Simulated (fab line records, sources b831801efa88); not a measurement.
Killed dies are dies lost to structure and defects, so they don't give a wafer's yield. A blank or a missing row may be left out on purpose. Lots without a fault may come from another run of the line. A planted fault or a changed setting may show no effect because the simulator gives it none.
Which tool did it? | flow gf180mcu | 15 lots, 45 wafers sampled, at 4 steps of a route of 602

WHAT THE GAUGES READ, wafer by wafer
GF_HV_LDD_CD_MEAS_19: target cd 400 nm.
lot  | measured     | on        | cd_nm (nm)
L508 | day 10 22:54 | cd_sem-02 | 399.4 400.6 400.8
L509 | day 11 04:44 | cd_sem-02 | 401.8 402.3 403.4
L510 | day 11 11:26 | cd_sem-02 | 401.2 401.9 400.0
L511 | day 11 17:30 | cd_sem-02 | 400.1 399.4 397.3
L512 | day 12 02:24 | cd_sem-02 | 401.7 402.9 401.4
L519 | day 14 11:08 | cd_sem-02 | 397.0 398.1 395.1
L520 | day 14 18:47 | cd_sem-01 | 398.2 398.0 399.5
L521 | day 15 00:57 | cd_sem-02 | 405.4 405.4 405.3
L523 | day 15 21:56 | cd_sem-01 | 400.4 400.7 398.9
L525 | day 16 05:20 | cd_sem-01 | 399.7 400.6 398.8
L526 | day 16 12:52 | cd_sem-02 | 401.3 401.9 402.8
L527 | day 16 18:22 | cd_sem-01 | 399.4 399.6 400.4
L528 | day 17 00:07 | cd_sem-02 | 401.1 402.8 398.8
L530 | day 17 16:10 | cd_sem-02 | 400.0 400.0 397.8
L531 | day 18 03:22 | cd_sem-02 | 399.6 400.4 398.5

GF_HV_LDD_TW_MEAS_23.
lot  | measured     | on            | HV_LDD_2_TW
L508 | day 10 23:17 | film_metro-02 | 1062 1064 1058
L509 | day 11 05:07 | film_metro-03 | 1071 1064 1071
L510 | day 11 11:50 | film_metro-01 | 1061 1062 1061
L511 | day 11 17:53 | film_metro-02 | 1051 1053 1049
L512 | day 12 02:47 | film_metro-03 | 1063 1073 1069
L519 | day 14 11:32 | film_metro-03 | 1060 1057 1055
L520 | day 14 19:11 | film_metro-03 | 1061 1057 1059
L521 | day 15 01:19 | film_metro-01 | 1053 1051 1051
L523 | day 15 22:20 | film_metro-03 | 1074 1065 1073
L525 | day 16 05:43 | film_metro-01 | 1044 1042 1045
L526 | day 16 13:16 | film_metro-01 | 1048 1047 1049
L527 | day 16 18:47 | film_metro-02 | 1053 1053 1059
L528 | day 17 00:31 | film_metro-01 | 1053 1047 1050
L530 | day 17 16:33 | film_metro-01 | 1052 1045 1051
L531 | day 18 03:44 | film_metro-03 | 1066 1070 1067

GF_HV_LDD_OVL_MEAS_47.
lot  | measured     | on         | HV_LDD_03_OVL (nm)
L508 | day 12 13:19 | overlay-01 | -0.8 -1.1 0.2
L509 | day 12 18:50 | overlay-02 | 2.7 1.4 1.5
L510 | day 13 03:08 | overlay-01 | -2.1 -1.2 -0.3
L511 | day 13 08:58 | overlay-02 | -0.9 1.0 1.0
L512 | day 13 19:07 | overlay-02 | -0.5 0.2 1.1
L519 | day 16 06:41 | overlay-01 | -3.8 -2.6 -1.0
L520 | day 16 15:45 | overlay-01 | -2.0 -2.9 -2.4
L521 | day 16 21:32 | overlay-02 | 0.3 -0.6 -0.4
L523 | day 17 19:23 | overlay-01 | -2.5 -1.3 -1.7
L525 | day 18 03:38 | overlay-01 | -1.7 -0.5 -0.3
L526 | day 18 10:29 | overlay-02 | 0.0 0.0 -0.5
L527 | day 18 16:49 | overlay-01 | -2.0 0.2 -0.8
L528 | day 19 00:40 | overlay-02 | 1.0 2.0 1.2
L530 | day 19 16:45 | overlay-02 | -2.7 -1.3 0.2
L531 | day 20 05:31 | overlay-01 | 0.1 -0.6 1.8

WHICH TOOL RAN EACH LOT (tool, then ch and the chambers of the sampled wafers, then the start)
lot  | GF_HV_LDD_EXPOSE_28
L508 | iline_stepper-01 ch 0, day 11 08:33
L509 | iline_stepper-02 ch 0, day 11 14:37
L510 | iline_stepper-01 ch 0, day 11 21:52
L511 | iline_stepper-01 ch 0, day 12 03:32
L512 | iline_stepper-02 ch 0, day 12 12:13
L519 | iline_stepper-02, day 14 21:10
L520 | iline_stepper-01, day 15 06:19
L521 | iline_stepper-02, day 15 12:37
L523 | iline_stepper-02 ch 0, day 16 09:17
L525 | iline_stepper-01 ch 0, day 16 16:25
L526 | iline_stepper-01 ch 0, day 16 23:28
L527 | iline_stepper-02 ch 0, day 17 05:50
L528 | iline_stepper-01 ch 0, day 17 11:46
L530 | iline_stepper-01 ch 0, day 18 04:25
L531 | iline_stepper-02 ch 0, day 18 15:37
- GF_HV_LDD_EXPOSE_28: exposes mask Nplus HV AREA, target cd 400 nm.

WHAT THE TOOLS THEMSELVES READ (means of the sampled wafers that have a number; where no wafer has one, the mark that the record gives instead)
GF_HV_LDD_EXPOSE_28.
lot  | tool             | exposure_dose_mJ_cm2 | focus_offset_nm (nm)
L508 | iline_stepper-01 | 140.11               | 0.3
L509 | iline_stepper-02 | 139.99               | -0.0
L510 | iline_stepper-01 | 139.90               | -0.0
L511 | iline_stepper-01 | 139.99               | -0.9
L512 | iline_stepper-02 | 139.90               | 0.3
L519 | iline_stepper-02 | -                    | -
L520 | iline_stepper-01 | -                    | -
L521 | iline_stepper-02 | -                    | -
L523 | iline_stepper-02 | 139.99               | -0.4
L525 | iline_stepper-01 | 140.01               | -0.1
L526 | iline_stepper-01 | 139.91               | 0.6
L527 | iline_stepper-02 | 139.96               | -0.1
L528 | iline_stepper-01 | 139.78               | 0.2
L530 | iline_stepper-01 | 139.97               | -0.1
L531 | iline_stepper-02 | 139.86               | 0.3

THE ANSWER, worked out from the rows above alone
Rule: what is usual is taken from the lots themselves. Put in order of their means at a reading, lots are off if they are a third of the lots or fewer, leave a main group of 4 or more, and stand apart from it by a gap of 3 or more times the standard deviation of the main group's means; of several such gaps the widest counts. A main group whose means are all the same, to the digits that the tables above print for the reading, isn't used. A lot without any number at a reading at which 4 lots or more have one is off too. The other lots that the step has rows for count as sound. The gauges are gone through in route order, then the tools' own readings, and for those a lot's mean is taken as printed above. The first step at which some lot is off is used, and at that step the reading that is off furthest; a lot without a number counts as furthest.
Off: L519, L520, L521, at GF_HV_LDD_EXPOSE_28 (exposure_dose_mJ_cm2). Without a number there: L519, L520, L521. The main group: mean 139.95, standard deviation 0.081.
A tool fits if, at that step or a process step before it, it ran every lot that is off, and no sound lot after the first of them. None of those tried fits.

WHAT THE SIMULATOR HAD PUT IN
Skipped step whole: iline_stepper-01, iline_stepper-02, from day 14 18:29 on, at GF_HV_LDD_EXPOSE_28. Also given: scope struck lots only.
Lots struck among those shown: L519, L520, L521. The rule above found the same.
